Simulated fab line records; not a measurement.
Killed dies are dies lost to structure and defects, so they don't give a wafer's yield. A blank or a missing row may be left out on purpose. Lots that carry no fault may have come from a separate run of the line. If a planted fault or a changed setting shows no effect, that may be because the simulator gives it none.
A single fault, viewed from 2 desks -- flow sky130 -- numbers are kept per desk, each desk with only its own; the story behind them comes last

== THE METROLOGY DESK ==
What the gauges read, lot by lot, whatever tool the lot ran on: means of the sampled wafers that have a number. Any lot whose mean is over 4 standard deviations away from the usual mean is out of limits and marked OUT; that distance is given in the brackets.
Columns: A = METAL2_ALCU_THK at SKY_METAL2_THK_MEAS_06, usual 255.2 nm; B = CAPM_CVD_00_THK at SKY_CAPM_THK_MEAS_01, usual 15.57 nm
lot,first seen here,A,B
L653,day 33 10:54,256.3,15.90
L655,day 33 21:25,252.2,15.71
L656,day 34 18:02,253.3,15.32
L658,day 35 14:24,256.7,15.44
L662,day 36 17:19,257.9,15.18
L666,day 37 22:05,255.2,15.42
L671,day 40 03:57,255.5,15.50
L672,day 40 08:22,255.6,15.65
L674,day 40 22:48,254.3,15.68
L675,day 41 00:04,255.2,15.53
L676,day 42 13:03,254.1,15.32
Result from this desk: across the 11 lots, nothing is out of limits.

== AT THE TOOL OWNER'S DESK: pecvd-04 ==
The tool's own readings at SKY_CAPM_CVD_00 (deposits SiO2, target thk 15.5 nm): means of the sampled wafers that have a number, for each lot that ran on this tool. Any lot whose mean is over 4 standard deviations away from the usual mean is out of limits and marked OUT; that distance is given in the brackets.
Columns: A = heater power w at SKY_CAPM_CVD_00, usual 669 W
lot,first seen here,A
L658,day 37 21:49,652
L662,day 38 23:49,727
L672,day 42 12:26,577
L674,day 43 01:21,628
L676,day 44 12:40,655
Result from this desk: across the 5 lots, nothing is out of limits.

== PUT TOGETHER ==
The metrology desk saw nothing out of limits.
The tool owner's desk saw nothing out of limits.

== WHAT WAS PUT IN BY THE SIMULATOR ==
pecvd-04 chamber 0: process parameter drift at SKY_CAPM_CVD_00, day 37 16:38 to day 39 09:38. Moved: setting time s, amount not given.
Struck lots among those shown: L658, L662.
